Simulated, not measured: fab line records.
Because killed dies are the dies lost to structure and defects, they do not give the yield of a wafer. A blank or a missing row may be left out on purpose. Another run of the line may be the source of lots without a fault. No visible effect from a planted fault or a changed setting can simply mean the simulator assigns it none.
What tool caused it?    flow sky130    Sampling: 12 lots, 36 wafers, 4 of 708 route steps

== WHAT EACH GAUGE READ, for each wafer ==
SKY_PAD_OPEN_BOW_MEAS_13.
lot   measured      on             PAD_OPEN_BOW (um)
L606  day 45 15:57  film metro-03  54 36 33
L608  day 46 05:00  film metro-03  36 40 44
L610  day 46 23:05  film metro-01  70 66 62
L611  day 46 23:42  film metro-03  39 40 33
L612  day 47 10:35  film metro-01  40 41 40
L613  day 47 15:00  film metro-04  35 33 55
L615  day 48 06:49  film metro-01  62 60 63
L616  day 48 13:55  film metro-01  56 58 62
L620  day 49 03:14  film metro-04  46 61 52
L625  day 50 07:47  film metro-01  50 53 54
L626  day 50 18:11  film metro-01  45 44 39
L628  day 50 22:28  film metro-01  47 63 74

== EACH LOT AND THE TOOL THAT RAN IT (in order: tool; ch and the chambers of the sampled wafers; start) ==
lot   SKY_CAP2M_CLEAN_17               SKY_METAL5_DESCUM_14               SKY_PASSIVATION_STRIP_12
L606  wet bench-02 ch 2, day 40 13:46  rie metal-03 ch 0,1, day 43 15:16  plasma asher-01 ch 0,1, day 44 15:33
L608  wet bench-01 ch 0, day 41 06:41  rie metal-03 ch 0,1, day 44 06:37  plasma asher-04 ch 0,1, day 45 05:43
L610  wet bench-02 ch 1, day 42 02:49  rie metal-03 ch 0,1, day 45 01:46  plasma asher-04 ch 0,1, day 46 00:37
L611  wet bench-01 ch 1, day 42 06:28  rie metal-02 ch 0,1, day 45 04:19  plasma asher-04 ch 1, day 46 02:13
L612  wet bench-01 ch 3, day 42 17:28  rie metal-02 ch 0,1, day 45 15:28  plasma asher-01 ch 0,1, day 46 12:27
L613  wet bench-02 ch 1, day 42 21:16  rie metal-01 ch 0, day 45 19:38    plasma asher-03 ch 0,1, day 46 16:10
L615  wet bench-02 ch 0, day 43 15:43  rie metal-03 ch 0, day 46 11:29    plasma asher-03 ch 0,1, day 47 08:59
L616  wet bench-02 ch 0, day 44 00:48  rie metal-03 ch 0,1, day 46 20:07  plasma asher-04 ch 0,1, day 47 16:58
L620  wet bench-02 ch 1, day 44 16:53  rie metal-03 ch 0,1, day 47 10:29  plasma asher-04 ch 0,1, day 48 06:21
L625  wet bench-03 ch 2, day 46 06:58  rie metal-03 ch 0,1, day 48 19:20  plasma asher-03 ch 0,1, day 49 14:03
L626  wet bench-01 ch 0, day 46 19:20  rie metal-01 ch 0,1, day 49 07:09  plasma asher-03 ch 0,1, day 50 00:19
L628  wet bench-02 ch 2, day 46 23:56  rie metal-02 ch 1, day 49 11:04    plasma asher-01 ch 0,1, day 50 04:19
- SKY_CAP2M_CLEAN_17: cleans in O3/DIW.
- SKY_METAL5_DESCUM_14: chemistry O2, time 11 s.
- SKY_PASSIVATION_STRIP_12: strips in O2/N2.

== WHAT THE TOOLS THEMSELVES READ (means of the sampled wafers that have a number; where no wafer has one, the mark that the record gives instead) ==
SKY_METAL5_DESCUM_14.
lot   tool          drypump motor current A (A)  oes product au (a.u.)
L606  rie metal-03  5.86                         0.997
L608  rie metal-03  5.82                         1.001
L610  rie metal-03  5.84                         1.002
L611  rie metal-02  5.73                         1.002
L612  rie metal-02  5.74                         1.005
L613  rie metal-01  5.46                         1.004
L615  rie metal-03  5.84                         0.996
L616  rie metal-03  5.83                         1.000
L620  rie metal-03  5.84                         0.992
L625  rie metal-03  5.88                         0.989
L626  rie metal-01  5.62                         0.995
L628  rie metal-02  5.48                         1.012

SKY_PASSIVATION_STRIP_12.
lot   tool             drypump motor current A (A)  oes product au (a.u.)  strip time to endpoint s (s)
L606  plasma asher-01  5.67                         0.665                  31.69
L608  plasma asher-04  5.93                         0.657                  31.41
L610  plasma asher-04  5.92                         0.660                  31.41
L611  plasma asher-04  5.92                         0.657                  31.52
L612  plasma asher-01  5.64                         0.661                  31.62
L613  plasma asher-03  6.05                         0.657                  31.60
L615  plasma asher-03  6.03                         0.658                  31.73
L616  plasma asher-04  5.92                         0.664                  31.66
L620  plasma asher-04  5.92                         0.664                  31.54
L625  plasma asher-03  5.83                         0.660                  31.62
L626  plasma asher-03  6.04                         0.661                  31.56
L628  plasma asher-01  5.65                         0.661                  31.73

== THE ANSWER, worked out from the rows above alone ==
Rule: the usual values come from the lots themselves. The widest of any qualifying gaps counts: lots, ordered by their means at a reading, are off when they make up no more than a third of the lots, leave a main group of 4 or more, and stand apart from it by 3 or more times the standard deviation of that group's means. If all means in a main group match to the digits the tables above print for the reading, that group is not used. A lot without any number at a reading at which 4 lots or more have one is off too. Where the step has rows for the other lots, those lots are counted as sound. First the gauges in route order, then the tools' own readings, where a lot's mean is used as printed above. At the first step where some lot is off, the reading lying furthest off is the one used; lots without a number count as furthest.
None of the lots is off at any reading shown; this tells nothing.

== WHAT HAD BEEN PUT IN BY THE SIMULATOR ==
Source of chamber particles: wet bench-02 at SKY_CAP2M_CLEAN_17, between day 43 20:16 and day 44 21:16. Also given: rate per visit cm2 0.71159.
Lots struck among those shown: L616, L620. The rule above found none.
